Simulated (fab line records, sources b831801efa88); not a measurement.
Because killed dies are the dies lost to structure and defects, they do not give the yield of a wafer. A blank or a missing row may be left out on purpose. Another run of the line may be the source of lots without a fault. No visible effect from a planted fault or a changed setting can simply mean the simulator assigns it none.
A lot that was struck, set against a sound lot :: flow sfqLine :: 14 out of 325 route steps
Sound: the wafers L678.1, L678.3, L678.5. Wafers L674.3, L674.5, L674.6 were the ones struck. The cause is given at the end.
Each step with rows lists, per side, the tool, then ch with its chambers, then its first start. Under that, the readings that differ: sound wafers :: struck wafers :: difference of the means :: sigmas: that difference in standard deviations of wafers without a fault.
alike: readings with means less than 2 such deviations apart, plus words and numbers identical on both sides. not compared: withheld readings, readings lacking a value on some wafer, bounds such as >300 that could conceal the same value, and numbers that have no deviation in the record and whose values overlap.
A row with sigmas, a row that says differs or no value, or rows on one side alone: a step with any of these is where the two part. When numbers do not overlap yet have no deviation, they are printed without sigmas and do not part them. A reading that every wafer of one side lacks parts them only if that side has two wafers or more.

SFQ_TRILAYER_M6_ETCH_METAL_ETCH_162: etches Nb in Cl2/Ar, stops on SiO2, target depth 240 nm, time 120 s.
  sound on rieMetal-02 ch 1, day 69 08:01; struck on rieMetal-02 ch 0,1, day 67 07:40
  alike: drypumpMotorCurrentA, heBacksideLeakSccm, oesProductAu
  not compared: rfHoursCounterH
SFQ_TRILAYER_M6_STRIP_STRIP_163: strips in O2.
  sound on rieMetal-02 ch 1, day 69 08:09; struck on rieMetal-02 ch 0,1, day 67 07:57
  alike: drypumpMotorCurrentA, heBacksideLeakSccm, oesProductAu
  not compared: rfHoursCounterH
then, 1 step without rows for these wafers: SFQ_TRILAYER_M6_STRIP_SOLV_CLEAN_164 (cleans in NMP, time 600 s).
SFQ_TRILAYER_I6_DEP_PECVD_165: deposits SiO2 from SiH4/N2O, time 111.11 s, target thk 500 nm.
  sound on pecvd-03 ch 0,1, day 69 08:55; struck on pecvd-04 ch 1,2, day 67 08:31
  alike: heaterPowerW, throttleValvePct
  not compared: sinceWetCleanH
SFQ_TRILAYER_I6_CMP_CMP_166: polishes SiO2.
  sound on cmp-01 ch 1,3, day 69 09:00; struck on cmp-02 ch 2,3, day 68 16:26
  alike: motorCurrentA, slurryFilterDpKPa, timeToEndpointS
SFQ_I6_BOW_MEAS_941:
  sound on filmMetro-01, day 69 12:00; struck on filmMetro-02, day 68 19:29
  alike: I6_BOW
SFQ_TRILAYER_I6_METRO_MEASURE_167:
  sound on filmMetro-01, day 69 12:07; struck on filmMetro-02, day 68 19:58
  alike: thkNm
then, 5 steps without rows for these wafers: SFQ_TRILAYER_I6_VIA_LITHO_COAT_174 (resist thk 62 nm); SFQ_TRILAYER_I6_VIA_LITHO_COAT_169 (resist thk 650 nm); SFQ_TRILAYER_I6_VIA_LITHO_SOFTBAKE_173; SFQ_TRILAYER_I6_VIA_LITHO_EXPOSE_170 (exposes mask I6, target cd 700 nm); SFQ_TRILAYER_I6_VIA_LITHO_PEB_172 (peb time 60 s).
SFQ_TRILAYER_I6_VIA_LITHO_DEVELOP_171: time 60 s.
  sound on lithoTrack-04 ch 0, day 69 22:17; struck on lithoTrack-03, day 69 03:29
  no value came back on the struck wafers for chillPlateTempC (C), exhaustPa (Pa); on the sound wafers chillPlateTempC (C) reads 23.08 23.04 22.97
reading: model.KrF_of_TRILAYER_I6_VIA_LITHO_COAT_169.thkNm (nm)
sound: 621.9 621 621.8
struck: 647.7 649.8 650.4
difference: +27.7
sigmas: 
SFQ_I6_OVL_MEAS_942:
  sound on overlay-02, day 69 22:26; struck on overlay-01, day 69 03:35
reading: I6_OVL (nm)
sound: 4 2 -2
struck: - - -
difference: no value on the struck wafers
sigmas: 

WHERE THEY PART
At SFQ_TRILAYER_I6_VIA_LITHO_DEVELOP_171 first; at SFQ_I6_OVL_MEAS_942 last (within this record only).

WHY: what had been put in by the simulator
At SFQ_TRILAYER_I6_VIA_LITHO_DEVELOP_171, the step was skipped entirely on lithoTrack-03 from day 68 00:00 on. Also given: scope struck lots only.
